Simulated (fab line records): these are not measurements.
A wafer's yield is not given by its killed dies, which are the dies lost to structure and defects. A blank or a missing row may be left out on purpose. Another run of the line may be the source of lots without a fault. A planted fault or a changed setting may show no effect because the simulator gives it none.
Which tool was responsible? || flow gf180mcu || 18 wafers from 6 lots sampled at 2 of the route's 602 steps

WHAT THE GAUGES SHOWED, per wafer
GF_HV_LDD_THK_MEAS_57.
{"lot": "L730", "measured": "day 13 10:55", "on": "film-metro-01", "HV_LDD_CVD_56_THK (nm)": "90.9 91.0 90.2"}
{"lot": "L733", "measured": "day 14 12:32", "on": "film-metro-01", "HV_LDD_CVD_56_THK (nm)": "90.4 89.7 90.2"}
{"lot": "L736", "measured": "day 15 16:24", "on": "film-metro-04", "HV_LDD_CVD_56_THK (nm)": "88.9 89.2 88.6"}
{"lot": "L743", "measured": "day 17 17:43", "on": "film-metro-01", "HV_LDD_CVD_56_THK (nm)": "90.5 89.2 89.7"}
{"lot": "L745", "measured": "day 18 10:14", "on": "film-metro-02", "HV_LDD_CVD_56_THK (nm)": "90.1 90.0 89.9"}
{"lot": "L750", "measured": "day 20 08:04", "on": "film-metro-01", "HV_LDD_CVD_56_THK (nm)": "90.9 90.7 90.9"}

EACH LOT AND THE TOOL THAT RAN IT (in order: tool; ch and the chambers of the sampled wafers; start)
{"lot": "L730", "GF_HV_LDD_RTA_52": "rtp-anneal-02 ch 0, day 13 08:13"}
{"lot": "L733", "GF_HV_LDD_RTA_52": "rtp-anneal-02 ch 0, day 14 09:50"}
{"lot": "L736", "GF_HV_LDD_RTA_52": "rtp-anneal-02 ch 0, day 15 13:04"}
{"lot": "L743", "GF_HV_LDD_RTA_52": "rtp-anneal-02 ch 0, day 17 14:58"}
{"lot": "L745", "GF_HV_LDD_RTA_52": "rtp-anneal-02 ch 0, day 18 07:28"}
{"lot": "L750", "GF_HV_LDD_RTA_52": "rtp-anneal-01 ch 0, day 20 04:09"}
- GF_HV_LDD_RTA_52: time 10 s.

THE ANSWER, worked out from the rows above alone
Rule: usual is defined by the lots themselves. Put in order of their means at a reading, lots are off if they are a third of the lots or fewer, leave a main group of 4 or more, and stand apart from it by a gap of 3 or more times the standard deviation of the main group's means; of several such gaps the widest counts. A main group whose means are all the same, to the digits that the tables above print for the reading, isn't used. Also off: a lot with no number at a reading for which 4 or more lots have one. The other lots that the step has rows for count as sound.
None of the lots is off at any reading shown; this tells nothing.

WHAT THE SIMULATOR PUT IN
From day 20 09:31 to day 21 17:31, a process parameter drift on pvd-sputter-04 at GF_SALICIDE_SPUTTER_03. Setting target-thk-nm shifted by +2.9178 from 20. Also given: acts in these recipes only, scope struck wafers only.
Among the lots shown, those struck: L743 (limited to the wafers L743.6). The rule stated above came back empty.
